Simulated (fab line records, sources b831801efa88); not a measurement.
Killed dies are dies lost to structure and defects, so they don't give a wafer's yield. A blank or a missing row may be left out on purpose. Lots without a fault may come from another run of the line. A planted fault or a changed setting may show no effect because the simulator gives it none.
Tool commonality check | flow gf180mcu | 13 lots, 39 wafers sampled

WHY IT WAS OPENED
At GF_DNWELL_TW_MEAS_09 the reading DNWELL_TW is flagged on 2 of 13 lots. Wafers without a fault read 1352, standard deviation 20.
Rule: a lot is flagged when every wafer of it that has a number lies more than 4 standard deviations from that mean, or none has a number. The other lots count as sound.

lot  | measured    | on            | DNWELL_TW, wafer by wafer | flag
L636 | day 3 04:40 | film_metro-03 | 1337 1332 1329            |
L640 | day 4 02:40 | film_metro-01 | 1377 1372 1372            |
L641 | day 4 08:43 | film_metro-01 | 1367 1365 1363            |
L642 | day 4 11:40 | film_metro-02 | 1356 1368 1359            |
L643 | day 4 17:38 | film_metro-03 | 1333 1338 1339            |
L644 | day 5 01:04 | film_metro-02 | 1360 1353 1347            |
L645 | day 5 05:13 | film_metro-02 | 1353 1358 1354            |
L647 | day 5 16:10 | film_metro-02 | 1527 1527 1528            | FLAGGED
L653 | day 7 00:04 | film_metro-01 | 1541 1536 1531            | FLAGGED
L654 | day 7 04:34 | film_metro-01 | 1376 1376 1381            |
L655 | day 7 12:01 | film_metro-01 | 1385 1390 1390            |
L656 | day 7 15:30 | film_metro-03 | 1352 1346 1337            |
L657 | day 7 20:34 | film_metro-03 | 1338 1336 1335            |
The numbers of the flagged lots are 1532 on average: +180 against the usual, or +9 standard deviations.

WHICH TOOL RAN EACH LOT
The record holds 1 process step before the reading, out of a route of 602 steps. In each cell: the tool, then ch and the chambers that the sampled wafers went through, then the start.
lot  | flag    | GF_DNWELL_IMPLANT_07
L636 |         | implanter-01 ch 0, day 3 04:25
L640 |         | implanter-02 ch 0, day 4 02:26
L641 |         | implanter-01 ch 0, day 4 08:28
L642 |         | implanter-04 ch 0, day 4 11:25
L643 |         | implanter-02 ch 0, day 4 17:25
L644 |         | implanter-01 ch 0, day 5 00:49
L645 |         | implanter-02 ch 0, day 5 04:58
L647 | FLAGGED | implanter-01 ch 0, day 5 15:55
L653 | FLAGGED | implanter-01 ch 0, day 6 23:49
L654 |         | implanter-04 ch 0, day 7 04:20
L655 |         | implanter-04 ch 0, day 7 11:46
L656 |         | implanter-02 ch 0, day 7 15:17
L657 |         | implanter-04 ch 0, day 7 20:20
What these steps do:
- GF_DNWELL_IMPLANT_07
- GF_DNWELL_TW_MEAS_09

FLAGGED OVER TOTAL, TOOL BY TOOL (the gauges that took the reading come last)
step                 | tool          | lots run | flagged | share of the flagged lots | sound lots run after its first flagged lot
GF_DNWELL_IMPLANT_07 | implanter-01  | 5        | 2       | all                       | 0
GF_DNWELL_IMPLANT_07 | implanter-02  | 4        | 0       | none                      | -
GF_DNWELL_IMPLANT_07 | implanter-04  | 4        | 0       | none                      | -
GF_DNWELL_TW_MEAS_09 | film_metro-01 | 5        | 1       | some                      | 2 (L654,L655)
GF_DNWELL_TW_MEAS_09 | film_metro-02 | 4        | 1       | some                      | 0
GF_DNWELL_TW_MEAS_09 | film_metro-03 | 4        | 0       | none                      | -

WHAT THE TABLE ALLOWS
1 row of the table ran every flagged lot: implanter-01 at GF_DNWELL_IMPLANT_07.
- implanter-01 at GF_DNWELL_IMPLANT_07: 2 of its 5 lots flagged. Its last sound lot is L644 (day 5 00:49), its first flagged lot L647 (day 5 15:55): a fault that began between those two fits. Its own readings lie more than 4 standard deviations out on every wafer of the flagged lots: tilt_deg.
One tool is left: implanter-01 at GF_DNWELL_IMPLANT_07.

WHAT THE SIMULATOR HAD PUT IN
Process parameter drift: implanter-01, from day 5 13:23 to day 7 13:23, at GF_DNWELL_IMPLANT_07. Setting tilt_deg, moved by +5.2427, from 0. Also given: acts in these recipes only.
Lots struck among those shown: L647, L653. The rule above found the same.
